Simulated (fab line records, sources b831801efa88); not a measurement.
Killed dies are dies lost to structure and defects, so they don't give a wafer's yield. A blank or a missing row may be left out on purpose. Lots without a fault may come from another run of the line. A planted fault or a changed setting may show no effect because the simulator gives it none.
A struck lot beside a sound one | flow sky130 | 35 steps out of a route of 708
Sound: wafers L973.1, L973.2, L973.6. Struck: wafer L983.6. (L983.2, L983.5 of the same lot were not struck and are left out.) The cause comes at the end.
At each step with rows: each side's tool, then ch and its chambers, then its first start. Under that, the readings that differ: sound wafers | struck wafers | difference of the means | sigmas: that difference in standard deviations of wafers without a fault.
alike: readings whose means differ by less than 2 such deviations, and words and numbers that are the same on both sides. not compared: withheld readings, readings that some wafer has no value for, bounds like >300 that may hide the same value, and numbers for which the record gives no deviation and whose values overlap.
The two part at a step that has a row with sigmas, a row that says differs or no value, or rows on one side only. Numbers that don't overlap but have no deviation are shown without sigmas and don't part them. A reading that every wafer of one side lacks parts them only if that side has two wafers or more.

first, 8 steps without rows for these wafers: SKY_CAPM_SPUTTER_02 (material TiN, target thk 200 nm, time 166.7 s); SKY_CAPM_DEHYDRATE_05 (time 60 s); SKY_CAPM_HMDS_06 (prime time 60 s); SKY_CAPM_COAT_07 (resist thk 1140 nm); SKY_CAPM_SOFTBAKE_08 (time 60 s); SKY_CAPM_EXPOSE_09 (exposes mask CAPM, target cd 1000 nm); SKY_CAPM_PEB_10; SKY_CAPM_DEVELOP_11 (develop time 60 s).
SKY_CAPM_METAL_ETCH_13: etches TiN in Cl2/BCl3, stops on SiO2, target depth 220 nm, time 62.9 s.
  sound on rie_metal-02 ch 0,1, day 38 12:16; struck on rie_metal-04 ch 1, day 41 22:11
  alike: bias_w, drypump_motor_current_A, oes_product_au, throttle_valve_pct
  not compared: rf_hours_counter_h
then, 25 steps without rows for these wafers: SKY_CAPM_STRIP_14 (strips in O2/N2); SKY_CAPM_STRIP_15 (strips in post etch residue remover, time 1200 s); SKY_CAPM_CLEAN_16 (cleans in IPA, time 180 s); SKY_CAPM_CLEAN_17 (cleans in O3/DIW); SKY_METAL3_DEHYDRATE_05 (time 60 s); SKY_METAL3_HMDS_06 (prime time 60 s); SKY_METAL3_COAT_07 (resist thk 60 nm); SKY_METAL3_COAT_08 (resist thk 1140 nm); SKY_METAL3_SOFTBAKE_09 (time 90 s); SKY_METAL3_EXPOSE_10 (exposes mask MM3, target cd 300 nm); SKY_METAL3_PEB_11; SKY_METAL3_DEVELOP_12 (develop time 60 s); SKY_METAL3_DESCUM_15 (chemistry O2, time 8 s); SKY_METAL3_ETCH_16 (etches BARC in N2/H2, stops on SiO2, time 88.2 s, target depth 60 nm); SKY_METAL3_ETCH_17 (etches SiO2 in C4F8/O2/Ar, stops on TiN, time 3.9 s, target depth 15 nm); SKY_METAL3_METAL_ETCH_18 (etches the open film in Cl2/BCl3, stops on SiO2, target depth 845 nm, time 183.1 s); SKY_METAL3_STRIP_19 (strips in O2/N2); SKY_METAL3_STRIP_20 (strips in post etch residue remover, time 1200 s); SKY_METAL3_CLEAN_21 (cleans in IPA, time 180 s); SKY_METAL3_CLEAN_22 (cleans in O3/DIW); SKY_VIA3_HDPCVD_00 (deposits SiO2, target thk 1635 nm, time 272.5 s); SKY_VIA3_CMP_02 (polishes SiO2); SKY_VIA3_DEHYDRATE_04 (time 60 s); SKY_VIA3_HMDS_05 (prime time 60 s); SKY_VIA3_COAT_06 (resist thk 60 nm).
-- the record jumps here: 7 days lie between the struck wafers' starts before and after (it left off in module VIA3 and takes up again in module PAD_OPEN, whose first step shown is number 708 of the route) --
SKY_PAD_OPEN_PROBE_99:
  sound on prober-01, day 46 15:19; struck on prober-01, day 49 10:10
  reading                               | sound             | struck                   | difference                   | sigmas
  hold                                  | - - -             | await_dispo/1.8h/release | no value on the sound wafers |
  defect_limited_yield (%)              | 82.7 81.3 79.3    | 72.6                     | -8.5                         | -4
  killed_at_contacts                    | 30 31 32          | 18                       | -13                          | -2
  killed_at_other                       | 0 0 0             | 50                       | +50                          | +89
  killed_dies                           | 85 92 102         | 135                      | +42                          | +5
  sort_bin_3_pad_short (%)              | 0.8 0.8 1.0       | 2.8                      | +1.9                         | +4
  sort_bin_5_function (%)               | 10.0 11.2 11.2    | 17.7                     | +6.9                         | +5
  sort_n_pass                           | 407 400 390       | 357                      | -42                          | -5
  sort_yield_pct (%)                    | 82.7 81.3 79.3    | 72.6                     | -8.5                         | -4
  model.etest.tester.sort_n_pass        | 407 400 390       | 357                      | -42                          |
  model.etest.tester.sort_yield_pct (%) | 82.72 81.3 79.27  | 72.56                    | -8.54                        |
  model.etest.tester.sort_bin_5_pct (%) | 9.959 11.18 11.18 | 17.68                    | +6.91                        |
  model.etest.tester.sort_bin_3_pct (%) | 0.813 0.813 1.016 | 2.846                    | +1.965                       |
  alike: killed_at_M0_to_M3, killed_at_M4_up, killed_at_front_end, killed_open, killed_short, sort_bin_6_memory

WHERE THEY PART
Only at SKY_PAD_OPEN_PROBE_99, within this record.

WHY: what the simulator had put in
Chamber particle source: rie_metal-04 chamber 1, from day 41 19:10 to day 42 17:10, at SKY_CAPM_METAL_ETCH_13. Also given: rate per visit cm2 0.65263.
